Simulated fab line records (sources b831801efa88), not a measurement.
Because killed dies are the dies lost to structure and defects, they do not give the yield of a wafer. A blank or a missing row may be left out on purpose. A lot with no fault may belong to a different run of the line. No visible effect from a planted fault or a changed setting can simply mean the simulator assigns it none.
One fault seen from 2 desks || flow gf180mcu || only its own numbers are on each desk; what lay behind them is given at the end

## AT THE METROLOGY DESK
What the gauges read, lot by lot, whatever tool the lot ran on: means of the sampled wafers that have a number. If a lot's mean is further than 4 standard deviations from the usual mean, the lot is out of limits and carries the mark OUT (the distance appears in the brackets).
Columns: A = V2_OVL at GF_V2_OVL_MEAS_15, usual 0 nm; B = V2_W_RS at GF_V2_RS_MEAS_24, usual 0.322 ohm/sq; C = V2_W_THK at GF_V2_THK_MEAS_25, usual 361 nm
{"lot": "L984", "first seen here": "day 21 04:02", "A": 9, "B": 0.325, "C": 359}
{"lot": "L985", "first seen here": "day 21 14:37", "A": -7, "B": 0.317, "C": 375}
{"lot": "L995", "first seen here": "day 25 07:53", "A": 2, "B": 0.314, "C": 377}
{"lot": "L996", "first seen here": "day 25 19:01", "A": -4, "B": 0.323, "C": 353}
{"lot": "L998", "first seen here": "day 26 01:20", "A": -6, "B": 0.325, "C": 355}
{"lot": "L101", "first seen here": "day 26 19:16", "A": 3, "B": 0.326, "C": 360}
Result from this desk: across the 6 lots, nothing is out of limits.

## DESK OF THE TOOL OWNER: pvdSputter-03
The tool's own readings at GF_M3_SPUTTER_00 (material Ti, target thk 37.5 nm, time 150 s): means of the sampled wafers that have a number, for each lot that ran on this tool. If a lot's mean is further than 4 standard deviations from the usual mean, the lot is out of limits and carries the mark OUT (the distance appears in the brackets).
Columns: A = cathodeDcPowerW at GF_M3_SPUTTER_00, usual 4000.0 W; B = chamberPressurePa at GF_M3_SPUTTER_00, usual 2.000 Pa; C = throttleValvePct at GF_M3_SPUTTER_00, usual 30.0 %
{"lot": "L984", "first seen here": "day 21 05:25", "A": 3999.5, "B": "2.071 (+18) OUT", "C": 29.1}
{"lot": "L985", "first seen here": "day 21 16:03", "A": 4000.7, "B": "2.073 (+19) OUT", "C": 29.5}
{"lot": "L996", "first seen here": "day 25 20:25", "A": 3999.8, "B": 2.001, "C": 29.8}
{"lot": "L101", "first seen here": "day 26 20:41", "A": 3999.8, "B": 1.997, "C": 29.8}
Finding of this desk: L984, L985 out of limits; the first was L984 at day 21 05:25, on chamberPressurePa at GF_M3_SPUTTER_00. Within limits: L996, L101.

## TAKEN TOGETHER
An alarm could have come from the tool owner's desk at day 21 05:25, on L984, L985.
The metrology desk saw nothing out of limits.
The metrology desk holds a record of L984, L985, inside its limits.
All the named lots went through GF_M3_SPUTTER_00 on pvdSputter-03.

## WHAT THE SIMULATOR HAD INSERTED
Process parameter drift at GF_M3_SPUTTER_00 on pvdSputter-03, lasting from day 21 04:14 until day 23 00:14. A move of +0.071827 in setting chamberPressurePa, from 2. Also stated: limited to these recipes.
Lots struck among those shown: L984, L985.
Time in hours from fault onset to the first out-of-limits reading at each desk: the tool owner's desk, 1.
